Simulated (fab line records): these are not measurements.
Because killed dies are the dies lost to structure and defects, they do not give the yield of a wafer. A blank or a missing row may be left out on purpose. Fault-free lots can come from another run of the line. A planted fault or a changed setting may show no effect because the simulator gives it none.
One fault through the eyes of 2 desks | flow gf180mcu | only its own numbers are on each desk; what lay behind them is given at the end

## TOOL OWNER'S DESK, plasma asher-01
The tool's own readings at GF_MVSD_STRIP_10 (strips in O2/N2): means of the sampled wafers that have a number, for each lot that ran on this tool. The brackets show how far a lot's mean lies from the usual mean; more than 4 standard deviations puts the lot out of limits, marked OUT.
Columns: A = drypump motor current A at GF_MVSD_STRIP_10, usual 5.8 A; B = heater power w at GF_MVSD_STRIP_10, usual 327 W; C = o2 flow sccm at GF_MVSD_STRIP_10, usual 2999 sccm; D = oes product au at GF_MVSD_STRIP_10, usual 0.723 a.u.; E = strip time to endpoint s at GF_MVSD_STRIP_10, usual 36.97 s
lot  | first seen here | A   | B   | C              | D     | E
L509 | day 5 03:34     | 5.7 | 306 | 3004           | 0.722 | 36.95
L511 | day 5 13:02     | 5.7 | 303 | 2996           | 0.719 | 36.82
L512 | day 5 23:44     | 5.7 | 312 | 2597 (-45) OUT | 0.722 | 37.42
L516 | day 6 22:47     | 5.7 | 299 | 2801 (-22) OUT | 0.719 | 37.18
This desk's verdict: out of limits on L512, L516, starting with L512 at day 5 23:44 (o2 flow sccm at GF_MVSD_STRIP_10). Within limits: L509, L511.

## METROLOGY DESK
Lot by lot, what the gauges showed, no matter which tool ran the lot: averages of those sampled wafers that carry a number. The brackets show how far a lot's mean lies from the usual mean; more than 4 standard deviations puts the lot out of limits, marked OUT.
Columns: A = STI_OXIDATION_02_THK at GF_STI_THK_MEAS_30, usual 10.02 nm; B = NWELL_OVL at GF_NWELL_OVL_MEAS_07, usual 0.8 nm; C = MVPSD_OVL at GF_MVPSD_OVL_MEAS_07, usual -0.8 nm
lot  | first seen here | A     | B    | C
L506 | day 2 07:54     | 10.07 | 0.2  | 0.3
L507 | day 2 12:25     | 10.21 | 0.2  | -0.2
L509 | day 2 21:14     | 10.25 | 0.9  | -0.6
L510 | day 3 02:42     | 10.42 | -0.5 | 1.0
L511 | day 3 07:00     | 9.86  | 0.6  | -1.3
L512 | day 3 15:14     | 9.82  | 1.2  | 1.3
L513 | day 3 20:14     | 10.36 | -0.2 | -1.7
L515 | day 4 03:10     | 10.16 | -0.7 | -1.0
L516 | day 4 10:25     | 9.74  | 1.9  | 0.1
L520 | day 5 06:55     | 10.17 | 0.6  | 0.8
L523 | day 5 23:11     | 10.19 | 0.9  | -1.0
L525 | day 6 08:26     | 9.92  | -0.7 | -0.8
L528 | day 6 23:08     | 9.82  | 1.7  | -2.5
L529 | day 7 07:41     | 9.89  | 2.3  | -0.3
Result from this desk: across the 14 lots, nothing is out of limits.

## ALL TOGETHER
An alarm could have come from the tool owner's desk at day 5 23:44, on L512, L516.
At the metrology desk, nothing out of limits was observed.
The metrology desk has L512, L516 on record, within its limits.
The lots listed all ran GF_MVSD_STRIP_10 on plasma asher-01.

## WHAT THE SIMULATOR PUT IN
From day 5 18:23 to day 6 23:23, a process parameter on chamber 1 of plasma asher-01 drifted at GF_MVSD_STRIP_10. Setting o2 flow sccm, moved by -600, from 3000. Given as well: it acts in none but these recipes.
Lots struck among those shown: L512, L516.
Each desk's first reading out of limits, in hours after the fault started: the tool owner's desk, 5.
